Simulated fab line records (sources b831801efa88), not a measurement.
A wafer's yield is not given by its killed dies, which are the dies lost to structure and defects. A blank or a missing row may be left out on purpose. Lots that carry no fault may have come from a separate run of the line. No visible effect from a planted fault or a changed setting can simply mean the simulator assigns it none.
8D (eight disciplines) problem report, filled in by code | flow gf180mcu | the parts of the form that need people (team, actions taken, sign-off) are left out

== 1. WHAT IS WRONG ==
DNWELL_TW at GF_DNWELL_TW_MEAS_09 reads a mean of 1404 on 6 wafers of 2 lots; wafers without a fault read 1350 with a standard deviation of 11. Relative to the usual mean, that is a shift of +4.9 standard deviations.
Earliest sighting: wafer L395.4 on film-metro-02 at day 6 19:50. The record has a number at this step for 42 wafers belonging to 14 lots. Rule for "out", or "out of limits": more than 4 standard deviations from the usual mean. The other wafers with a number count as sound.

== 2. WHAT IT IS; WHAT IT IS NOT ==
question                    | is                           | is not
which readings at this step | DNWELL_TW                    | -
which lots                  | L395, L397                   | L378, L379, L380, L381, L382, L383, L384, L386, L388, L398, L399, L400
which wafers of those lots  | all that have a number       | -
read on which gauges        | film-metro-02, film-metro-03 | film-metro-04
when                        | from day 6 19:50             | up to then (27 sound wafers); but 9 sound wafers of L398, L399, L400 came after

== 3. SUSPECTS, AND WHAT RULES EACH OUT ==
Counting: a tool at any process step up to the reading remains a suspect when it ran all the lots that are out and ran no sound lot after the first of those.
- ruled out: the gauge at GF_DNWELL_TW_MEAS_09. 2 gauges (film-metro-02, film-metro-03) read the wafers that are out.
- implanter-02 at GF_DNWELL_IMPLANT_07: kept. Every lot that is out went through it, starting with L395 (day 6 19:38), and after that it ran no sound lot; the last sound lot it ran before then is L383 (day 4 02:07). Out on those wafers are its own readings of beam-on-s, end-station-pressure-torr, faraday-current-uA.
Left after counting: implanter-02 at GF_DNWELL_IMPLANT_07.

== 4. THE CAUSE (what the simulator had put in) ==
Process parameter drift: implanter-02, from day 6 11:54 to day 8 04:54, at GF_DNWELL_IMPLANT_07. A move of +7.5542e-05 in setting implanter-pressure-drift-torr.
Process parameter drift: implanter-02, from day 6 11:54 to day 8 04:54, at GF_DNWELL_IMPLANT_07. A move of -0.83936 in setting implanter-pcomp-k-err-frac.
After counting, this tool was the only one left.

== 5. THE EFFECT CHAIN, in route order ==
Rows list readings where the struck wafers' mean (over those with a number) sits beyond 3 standard deviations from the usual. Readings are gone through only where the record gives a usual standard deviation; hours: the median, over the lots, of the time from a lot's start at the first step in this table giving one to that lot's start at this step; sigmas: the change measured in usual standard deviations.
hours | step                 | reading                   | usual         | on struck wafers | change    | sigmas
0     | GF_DNWELL_IMPLANT_07 | beam-on-s                 | 10.02 s       | 11.41            | +1.39     | +7.3
0     | GF_DNWELL_IMPLANT_07 | end-station-pressure-torr | 5.03e-06 Torr | 8.37e-05         | +7.87e-05 | +99 or more
0     | GF_DNWELL_IMPLANT_07 | faraday-current-uA        | 56.3          | 48.8             | -7.5      | -7.5
0     | GF_DNWELL_TW_MEAS_09 | DNWELL_TW                 | 1350          | 1404             | +54       | +4.9
Here are the process steps it includes:
- GF_DNWELL_IMPLANT_07
At these later measuring or inspecting steps, every struck wafer for which the step has a row has a number for every such reading, and none has moved that far: GF_LVPWELL_TW_MEAS_11, GF_VT_IMPLANT_TW_MEAS_21, GF_VT_IMPLANT_RS_MEAS_48.

== 6. WHAT WOULD HAVE CAUGHT IT SOONER ==
Counted from the fault's start at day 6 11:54, it took 8 hours until the first out-of-limits reading at a measuring or inspecting step in this record, taken at day 6 19:50.
The tool's own readings at GF_DNWELL_IMPLANT_07 were out on every struck wafer that the step has a row for (beam-on-s, end-station-pressure-torr, faraday-current-uA): an alarm limit on them would have fired on the first of those.
Of the lots that are out (2), L397 began GF_DNWELL_IMPLANT_07 on implanter-02 after day 6 19:50. Had the tool been put on hold then, it would have been spared.
